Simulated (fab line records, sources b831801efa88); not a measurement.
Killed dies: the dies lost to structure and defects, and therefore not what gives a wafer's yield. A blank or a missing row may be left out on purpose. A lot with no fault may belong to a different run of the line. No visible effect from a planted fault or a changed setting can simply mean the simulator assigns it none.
The tool behind it: which one? :: flow gf180mcu :: Sampling: 6 lots, 18 wafers, 2 of 602 route steps

WHAT THE GAUGES READ, wafer by wafer
GF_STI_THK_MEAS_02.
lot: L249
measured: day 1 16:40
on: film-metro-01
STI_OXIDATION_THK (nm): 9.90 9.74 9.74

lot: L251
measured: day 2 02:31
on: film-metro-04
STI_OXIDATION_THK (nm): 10.07 10.24 10.15

lot: L257
measured: day 3 09:29
on: film-metro-04
STI_OXIDATION_THK (nm): 13.40 13.40 13.43

lot: L261
measured: day 4 04:58
on: film-metro-01
STI_OXIDATION_THK (nm): 10.05 10.02 10.16

lot: L269
measured: day 5 20:56
on: film-metro-01
STI_OXIDATION_THK (nm): 9.92 10.04 10.00

lot: L271
measured: day 6 06:46
on: film-metro-04
STI_OXIDATION_THK (nm): 9.90 10.05 9.73

WHAT TOOL EACH LOT RAN ON (gives the tool, then ch and the chambers of the sampled wafers, and finally the start)
lot: L249
GF_STI_OXIDATION_01: furnace-02 ch 0, day 1 15:15

lot: L251
GF_STI_OXIDATION_01: furnace-02 ch 0, day 2 01:07

lot: L257
GF_STI_OXIDATION_01: furnace-01 ch 0, day 3 08:05

lot: L261
GF_STI_OXIDATION_01: furnace-02 ch 0, day 4 03:32

lot: L269
GF_STI_OXIDATION_01: furnace-02 ch 0, day 5 19:31

lot: L271
GF_STI_OXIDATION_01: furnace-02 ch 0, day 6 05:21
- GF_STI_OXIDATION_01: stabilise 600 s, purge 300 s, target thk 10 nm.

THE ANSWER, worked out from the rows above alone
Rule: usual is defined by the lots themselves. The widest of any qualifying gaps counts: lots, ordered by their means at a reading, are off when they make up no more than a third of the lots, leave a main group of 4 or more, and stand apart from it by 3 or more times the standard deviation of that group's means. The tables above print the reading to a certain number of digits; a main group whose means all agree to those digits is not used. Also off: a lot with no number at a reading for which 4 or more lots have one. Any other lot the step has rows for is counted as sound.
Off: at GF_STI_THK_MEAS_02 (STI_OXIDATION_THK), L257. Mean 9.98 nm and standard deviation 0.13 in the main group.
If a tool, at a process step before that reading, ran all the lots that are off and no sound lot after the first of them, it fits. Gauges at GF_STI_THK_MEAS_02: tried the same way as those tools. One fits: furnace-01 at GF_STI_OXIDATION_01. It ran no sound lot before its first lot that is off in this sample, so the start can't be narrowed down.

WHAT WAS PUT IN BY THE SIMULATOR
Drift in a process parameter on furnace-01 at GF_STI_OXIDATION_01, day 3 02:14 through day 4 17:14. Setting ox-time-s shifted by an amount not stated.
Shown lots that were struck: L257. The rule above reached the same finding.
